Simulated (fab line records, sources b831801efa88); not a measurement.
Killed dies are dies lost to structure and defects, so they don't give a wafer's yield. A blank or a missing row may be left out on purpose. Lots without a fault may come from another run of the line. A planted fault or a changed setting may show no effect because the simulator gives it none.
Which tool did it? | flow gf180mcu | 14 lots, 42 wafers sampled, at 4 steps of a route of 602

WHAT THE GAUGES READ, wafer by wafer
GF_SAB_THK_MEAS_01.
lot  | measured     | on            | SAB_CVD_00_THK (nm)
L153 | day 14 10:49 | film_metro-01 | 50.1 50.3 50.0
L155 | day 15 05:22 | film_metro-04 | 50.0 49.3 49.9
L156 | day 15 10:31 | film_metro-01 | 49.5 49.7 50.3
L157 | day 15 18:48 | film_metro-02 | 50.5 50.4 50.8
L158 | day 16 02:16 | film_metro-01 | 49.6 50.4 50.2
L159 | day 16 17:36 | film_metro-01 | 50.2 48.3 49.3
L160 | day 17 04:35 | film_metro-02 | 50.6 50.5 51.2
L168 | day 19 12:06 | film_metro-02 | 49.7 51.2 49.9
L169 | day 19 22:46 | film_metro-04 | 49.6 49.2 51.4
L170 | day 20 08:43 | film_metro-02 | 49.9 48.9 50.6
L171 | day 20 17:02 | film_metro-04 | 49.3 49.3 50.3
L172 | day 20 22:53 | film_metro-04 | 49.4 50.1 51.7
L174 | day 21 15:19 | film_metro-01 | 49.9 50.3 49.2
L176 | day 22 02:07 | film_metro-01 | 49.6 52.1 51.2

GF_SAB_CD_MEAS_09: target cd 420 nm.
lot  | measured     | on        | cd_nm (nm)
L153 | day 15 07:50 | cd_sem-01 | 422.2 422.5 422.3
L155 | day 16 02:41 | cd_sem-02 | 419.2 423.1 419.2
L156 | day 16 08:23 | cd_sem-02 | 421.4 421.2 424.8
L157 | day 16 17:08 | cd_sem-01 | 419.6 420.4 421.3
L158 | day 17 00:44 | cd_sem-02 | 413.5 415.6 416.7
L159 | day 17 16:40 | cd_sem-01 | 419.7 418.7 418.1
L160 | day 18 03:52 | cd_sem-02 | 417.7 415.5 418.1
L168 | day 20 11:47 | cd_sem-01 | 422.3 423.6 426.2
L169 | day 20 22:53 | cd_sem-02 | 423.6 422.7 423.4
L170 | day 21 09:16 | cd_sem-01 | 420.3 417.9 418.5
L171 | day 21 17:11 | cd_sem-01 | 420.9 419.0 421.6
L172 | day 21 22:38 | cd_sem-02 | 422.9 423.1 420.9
L174 | day 22 14:32 | cd_sem-02 | 420.4 420.1 421.0
L176 | day 23 01:41 | cd_sem-01 | 418.5 417.8 419.6

GF_SALICIDE_RS_MEAS_04: measures by four-point-probe.
lot  | measured     | on            | SALICIDE_TIN_RS (ohm/sq)
L153 | day 15 08:26 | film_metro-04 | 16.6 16.1 16.2
L155 | day 16 03:26 | film_metro-03 | 16.8 16.7 16.7
L156 | day 16 08:57 | film_metro-01 | 16.9 16.9 16.7
L157 | day 16 17:44 | film_metro-01 | 17.0 16.2 16.1
L158 | day 17 01:23 | film_metro-03 | 16.9 16.1 16.8
L159 | day 17 17:13 | film_metro-01 | 17.1 16.3 16.4
L160 | day 18 04:37 | film_metro-03 | 8.3 8.5 8.6
L168 | day 20 12:34 | film_metro-01 | 8.7 8.7 8.6
L169 | day 20 23:27 | film_metro-04 | 16.8 16.8 16.3
L170 | day 21 09:49 | film_metro-04 | 16.2 16.2 16.4
L171 | day 21 17:45 | film_metro-04 | 16.3 16.2 16.3
L172 | day 21 23:12 | film_metro-04 | 17.0 16.3 16.7
L174 | day 22 15:05 | film_metro-04 | 16.2 16.2 16.1
L176 | day 23 02:14 | film_metro-01 | 16.3 16.3 16.6

WHICH TOOL RAN EACH LOT (tool, then ch and the chambers of the sampled wafers, then the start)
lot  | GF_SALICIDE_SPUTTER_02
L153 | pvd_sputter-01, day 15 08:22
L155 | pvd_sputter-01, day 16 03:22
L156 | pvd_sputter-03, day 16 08:52
L157 | pvd_sputter-03, day 16 17:41
L158 | pvd_sputter-03, day 17 01:13
L159 | pvd_sputter-01, day 17 17:10
L160 | pvd_sputter-01, day 18 04:22
L168 | pvd_sputter-01, day 20 12:19
L169 | pvd_sputter-02, day 20 23:22
L170 | pvd_sputter-02, day 21 09:44
L171 | pvd_sputter-02, day 21 17:41
L172 | pvd_sputter-01, day 21 23:09
L174 | pvd_sputter-01, day 22 14:59
L176 | pvd_sputter-02, day 23 02:08
- GF_SALICIDE_SPUTTER_02: material Co, target thk 10 nm, time 20 s.

WHAT THE TOOLS THEMSELVES READ (means of the sampled wafers that have a number; where no wafer has one, the mark that the record gives instead)
GF_SALICIDE_SPUTTER_02.
lot  | tool           | throttle_valve_pct (%)
L153 | pvd_sputter-01 | 30.3
L155 | pvd_sputter-01 | 29.5
L156 | pvd_sputter-03 | 29.4
L157 | pvd_sputter-03 | 30.2
L158 | pvd_sputter-03 | 30.8
L159 | pvd_sputter-01 | 29.9
L160 | pvd_sputter-01 | 29.9
L168 | pvd_sputter-01 | 31.0
L169 | pvd_sputter-02 | 30.9
L170 | pvd_sputter-02 | 30.9
L171 | pvd_sputter-02 | 31.2
L172 | pvd_sputter-01 | 29.7
L174 | pvd_sputter-01 | 29.6
L176 | pvd_sputter-02 | 31.0

THE ANSWER, worked out from the rows above alone
Rule: what is usual is taken from the lots themselves. Put in order of their means at a reading, lots are off if they are a third of the lots or fewer, leave a main group of 4 or more, and stand apart from it by a gap of 3 or more times the standard deviation of the main group's means; of several such gaps the widest counts. A main group whose means are all the same, to the digits that the tables above print for the reading, isn't used. A lot without any number at a reading at which 4 lots or more have one is off too. The other lots that the step has rows for count as sound. The gauges are gone through in route order, then the tools' own readings, and for those a lot's mean is taken as printed above. The first step at which some lot is off is used, and at that step the reading that is off furthest; a lot without a number counts as furthest.
Off: L160, L168, at GF_SALICIDE_RS_MEAS_04 (SALICIDE_TIN_RS). The main group: mean 16.5 ohm/sq, standard deviation 0.21.
A tool fits if, at a process step before that reading, it ran every lot that is off, and no sound lot after the first of them. The gauges at GF_SALICIDE_RS_MEAS_04 are tried like those tools. None of those tried fits.

WHAT THE SIMULATOR HAD PUT IN
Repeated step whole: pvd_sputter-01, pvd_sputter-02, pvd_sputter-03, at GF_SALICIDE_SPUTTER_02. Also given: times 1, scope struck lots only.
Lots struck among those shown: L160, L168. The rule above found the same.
